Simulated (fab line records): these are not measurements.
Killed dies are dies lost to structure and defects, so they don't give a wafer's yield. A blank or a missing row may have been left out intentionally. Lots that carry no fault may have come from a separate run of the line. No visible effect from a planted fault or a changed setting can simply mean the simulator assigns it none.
Which tool was responsible? ; flow gf180mcu ; 13 lots with 39 wafers sampled at 6 steps, on a route of 602 steps

== WHAT THE GAUGES READ, wafer by wafer ==
GF_HV_LDD_TW_MEAS_50.
lot;measured;on;HV_LDD_4_TW
L406;day 12 15:47;film metro-04;563 562 562
L407;day 12 22:11;film metro-04;563 560 562
L409;day 13 17:23;film metro-02;572 569 573
L410;day 13 23:17;film metro-04;565 561 563
L411;day 14 08:38;film metro-01;561 562 555
L415;day 15 20:51;film metro-01;563 559 562
L416;day 16 04:11;film metro-02;574 573 573
L418;day 16 15:53;film metro-01;562 561 566
L420;day 17 08:06;film metro-02;572 574 578
L423;day 18 06:52;film metro-02;572 569 571
L425;day 19 05:05;film metro-02;572 573 570
L427;day 19 16:12;film metro-04;556 557 557
L428;day 19 23:42;film metro-04;555 557 556

GF_PSD_RS_MEAS_14: measurement is done with a four-point probe.
lot;measured;on;NSD_RS (ohm/sq)
L406;day 14 12:02;film metro-03;46.10 46.15 46.14
L407;day 14 19:47;film metro-03;46.00 46.03 46.13
L409;day 15 15:35;film metro-01;45.99 46.12 46.00
L410;day 15 21:11;film metro-01;46.10 46.12 46.06
L411;day 16 08:22;film metro-02;46.23 46.11 46.17
L415;day 17 23:42;film metro-03;45.99 45.99 45.86
L416;day 18 06:31;film metro-01;42.54 42.45 42.51
L418;day 18 19:29;film metro-01;42.39 42.39 42.39
L420;day 19 11:52;film metro-02;42.48 42.58 42.38
L423;day 20 11:04;film metro-01;46.10 46.05 45.98
L425;day 21 08:49;film metro-01;45.87 46.01 46.07
L427;day 21 19:37;film metro-01;46.15 46.05 45.97
L428;day 22 03:16;film metro-03;46.24 46.07 46.17

GF_PSD_RS_MEAS_15: measurement is done with a four-point probe.
lot;measured;on;PSD_RS (ohm/sq)
L406;day 14 12:10;film metro-03;108.5 108.4 108.7
L407;day 14 19:55;film metro-03;108.4 108.8 108.3
L409;day 15 15:42;film metro-01;108.5 109.1 108.0
L410;day 15 21:18;film metro-01;108.5 108.5 108.5
L411;day 16 08:29;film metro-02;108.6 108.8 108.5
L415;day 17 23:49;film metro-03;107.9 108.3 108.0
L416;day 18 06:38;film metro-01;98.4 98.1 98.5
L418;day 18 19:36;film metro-01;98.4 98.2 98.2
L420;day 19 11:59;film metro-02;98.0 98.6 98.1
L423;day 20 11:11;film metro-01;108.8 108.4 108.9
L425;day 21 08:56;film metro-01;108.1 108.0 108.3
L427;day 21 19:44;film metro-01;108.7 108.6 108.7
L428;day 22 03:23;film metro-03;108.5 108.3 108.6

GF_CONTACT_OVL_MEAS_15.
lot;measured;on;CONTACT_OVL (nm)
L406;day 16 09:08;overlay-02;-4 -6 -6
L407;day 16 18:09;overlay-02;-6 -4 -1
L409;day 17 14:28;overlay-02;-3 3 -9
L410;day 17 20:37;overlay-01;-6 -5 -7
L411;day 18 08:11;overlay-02;11 12 14
L415;day 20 01:30;overlay-01;-13 -4 -12
L416;day 20 09:12;overlay-02;-15 -11 -11
L418;day 20 21:36;overlay-01;-9 -2 -5
L420;day 21 14:24;overlay-02;-2 0 0
L423;day 22 12:21;overlay-02;-1 -2 -2
L425;day 23 10:00;overlay-01;-4 -5 -3
L427;day 23 20:33;overlay-01;-4 -2 -5
L428;day 24 02:56;overlay-02;-7 -12 -12

== EACH LOT AND THE TOOL THAT RAN IT (in order: tool; ch and the chambers of the sampled wafers; start) ==
lot;GF_NSD_STRIP_11;GF_PSD_RTA_13
L406;plasma asher-01 ch 0,1, day 13 14:51;rtp anneal-01 ch 0, day 14 11:57
L407;plasma asher-04 ch 0,1, day 13 22:11;rtp anneal-01 ch 0, day 14 19:43
L409;plasma asher-04 ch 0,1, day 14 17:51;rtp anneal-01 ch 0, day 15 15:30
L410;plasma asher-01 ch 0,1, day 14 23:05;rtp anneal-02 ch 0, day 15 21:06
L411;plasma asher-01 ch 0,1, day 15 09:32;rtp anneal-02 ch 0, day 16 08:17
L415;plasma asher-03 ch 0, day 16 23:53;rtp anneal-01 ch 0, day 17 23:37
L416;plasma asher-01 ch 0,1, day 17 06:44;rtp anneal-02 ch 0, day 18 06:25
L418;plasma asher-01 ch 0,1, day 17 19:14;rtp anneal-02 ch 0, day 18 19:23
L420;plasma asher-04 ch 1, day 18 11:36;rtp anneal-02 ch 0, day 19 11:47
L423;plasma asher-01 ch 0,1, day 19 10:32;rtp anneal-01 ch 0, day 20 10:59
L425;plasma asher-03 ch 0,1, day 20 08:26;rtp anneal-01 ch 0, day 21 08:44
L427;plasma asher-01 ch 0,1, day 20 19:35;rtp anneal-02 ch 0, day 21 19:31
L428;plasma asher-01 ch 0,1, day 21 02:38;rtp anneal-02 ch 0, day 22 03:11
- GF_NSD_STRIP_11: strips in O2/N2.
- GF_PSD_RTA_13: time 20 s.

== WHAT THE TOOLS THEMSELVES READ (means of the sampled wafers that have a number; where no wafer has one, the mark that the record gives instead) ==
GF_NSD_STRIP_11.
lot;tool;drypump motor current A (A);heater power w (W);o2 flow sccm (sccm);oes product au (a.u.);strip time to endpoint s (s)
L406;plasma asher-01;6.0;379;3006;0.488;22.99
L407;plasma asher-04;5.6;334;3013;0.482;22.92
L409;plasma asher-04;5.6;334;3012;0.489;23.02
L410;plasma asher-01;5.9;386;3009;0.487;22.93
L411;plasma asher-01;5.3;353;3002;0.487;22.94
L415;plasma asher-03;6.0;264;2990;0.482;22.95
L416;plasma asher-01;5.9;379;2996;0.483;22.95
L418;plasma asher-01;5.3;347;2989;0.490;22.91
L420;plasma asher-04;6.1;388;2999;0.487;22.93
L423;plasma asher-01;5.3;338;2990;0.485;23.02
L425;plasma asher-03;6.0;278;3000;0.489;22.94
L427;plasma asher-01;5.9;367;2994;0.486;22.96
L428;plasma asher-01;6.0;363;3010;0.488;23.03

GF_PSD_RTA_13.
lot;tool;lamp power pct (%);wafer_temp_C_max
L406;rtp anneal-01;29;1028.7
L407;rtp anneal-01;29;1029.6
L409;rtp anneal-01;29;1028.2
L410;rtp anneal-02;37;1032.3
L411;rtp anneal-02;37;1031.2
L415;rtp anneal-01;29;1028.5
L416;rtp anneal-02;40;1032.0
L418;rtp anneal-02;40;1032.0
L420;rtp anneal-02;40;1033.3
L423;rtp anneal-01;29;1028.7
L425;rtp anneal-01;29;1029.5
L427;rtp anneal-02;37;1032.1
L428;rtp anneal-02;37;1032.3

== THE ANSWER, worked out from the rows above alone ==
Rule: what is usual is taken from the lots themselves. Put in order of their means at a reading, lots are off if they are a third of the lots or fewer, leave a main group of 4 or more, and stand apart from it by a gap of 3 or more times the standard deviation of the main group's means; of several such gaps the widest counts. The tables above print the reading to a certain number of digits; a main group whose means all agree to those digits is not used. A lot without any number at a reading at which 4 lots or more have one is off too. Any other lot the step has rows for is counted as sound. Order of review: gauges by route order, followed by the tools' own readings, for which a lot's mean as printed above is used. At the first step where some lot is off, the reading lying furthest off is the one used; lots without a number count as furthest.
Off: L416, L418, L420, seen at GF_PSD_RS_MEAS_14 (NSD_RS). Main group: mean 46.07 ohm/sq, sd 0.069.
If a tool, at a process step before that reading, ran all the lots that are off and no sound lot after the first of them, it fits. The gauges at GF_PSD_RS_MEAS_14 are tried like those tools. None of those tried fits.

== WHAT WAS PUT IN BY THE SIMULATOR ==
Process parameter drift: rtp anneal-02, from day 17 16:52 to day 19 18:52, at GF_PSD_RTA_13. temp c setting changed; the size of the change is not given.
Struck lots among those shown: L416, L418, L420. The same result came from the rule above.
